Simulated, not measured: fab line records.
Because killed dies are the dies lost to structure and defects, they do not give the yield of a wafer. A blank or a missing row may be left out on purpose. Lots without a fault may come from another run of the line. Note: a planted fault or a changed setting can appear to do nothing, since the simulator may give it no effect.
Comparing a struck lot with a sound one || flow sfq-line || 13 steps out of a route of 325
Sound: the wafers L928.2, L928.3, L928.5. Struck: wafer L933.6 (L933.2, L933.3, from the same lot, were not struck and are left out); the cause is given at the end.
At each step with rows: each side's tool, then ch and its chambers, then its first start. Under that, the readings that differ: sound wafers || struck wafers || difference of the means || sigmas: that difference in standard deviations of wafers without a fault.
alike: a reading whose means differ by less than 2 such deviations, as well as words and numbers matching on both sides. not compared: withheld readings; readings where some wafer has no value; bounds like >300 that might hide an equal value; numbers whose values overlap and for which the record gives no deviation.
A row with sigmas, a row that says differs or no value, or rows on one side alone: a step with any of these is where the two part. When numbers do not overlap yet have no deviation, they are printed without sigmas and do not part them. Lack of a reading on every wafer of one side parts them only where that side has two or more wafers.

first, 2 steps without rows for these wafers: SFQ_TRILAYER_I1_VIA_STRIP_SOLV_CLEAN_054 (cleans in NMP, time 600 s); SFQ_TRILAYER_M2_DEP_PRE_CLEAN_056 (time 22.5 s).
SFQ_TRILAYER_M2_DEP_SPUTTER_055: material Nb, target thk 200 nm, time 133.3 s.
  struck on pvd-sputter-04, day 25 13:47; sound on pvd-sputter-03, day 25 04:11
  alike: cathode-dc-power-W, chamber-pressure-pa, resputter-cathode-voltage-v, throttle-valve-pct
SFQ_M2_RS_MEAS_914: the measuring method here is four-point-probe.
  struck on film-metro-02, day 25 13:53; sound on film-metro-03, day 25 04:17
  alike: M2_NB_RS
then, 6 steps without rows for these wafers: SFQ_TRILAYER_M2_LITHO_COAT_062 (resist thk 62 nm); SFQ_TRILAYER_M2_LITHO_COAT_057 (resist thk 600 nm); SFQ_TRILAYER_M2_LITHO_SOFTBAKE_061; SFQ_TRILAYER_M2_LITHO_EXPOSE_058 (exposes mask M2, target cd 500 nm); SFQ_TRILAYER_M2_LITHO_PEB_060 (peb time 60 s); SFQ_TRILAYER_M2_LITHO_DEVELOP_059 (time 60 s).
-- the record jumps here: 7 days lie between the struck wafers' starts before and after --
SFQ_M2_OVL_MEAS_916:
  struck on overlay-02, day 32 20:31; sound on overlay-01, day 32 10:55
  alike: M2_OVL
SFQ_TRILAYER_M2_BARC_OPEN_METAL_ETCH_077: etches BARC in O2, target depth 125 nm, time 41.7 s.
  sound on rie-metal-04 ch 0,1, day 32 10:56; struck on rie-metal-04 ch 1, day 32 20:32
{"reading": "run-length-s (s)", "sound": "70.21 70.24 70.21", "struck": 68.41, "difference": -1.81, "sigmas": -6}
  alike: drypump-motor-current-A, oes-product-au
  not compared: bias-w, rf-hours-counter-h
SFQ_TRILAYER_M2_ETCH_METAL_ETCH_060: etches Nb in Cl2/Ar, stops on SiO2, target depth 240 nm, time 120 s.
  sound on rie-metal-04 ch 0,1, day 32 11:00; struck on rie-metal-04 ch 1, day 32 20:36
  alike: bias-w, drypump-motor-current-A, oes-product-au, run-length-s
  not compared: rf-hours-counter-h

## WHERE THEY PART
Only at SFQ_TRILAYER_M2_BARC_OPEN_METAL_ETCH_077, as far as this record shows. Later steps at which nothing parts them and some readings are alike: SFQ_TRILAYER_M2_ETCH_METAL_ETCH_060.

WHY: whatever the simulator had introduced
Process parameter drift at SFQ_TRILAYER_M2_BARC_OPEN_METAL_ETCH_077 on rie-metal-04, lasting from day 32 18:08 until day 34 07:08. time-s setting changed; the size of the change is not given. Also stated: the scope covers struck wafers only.
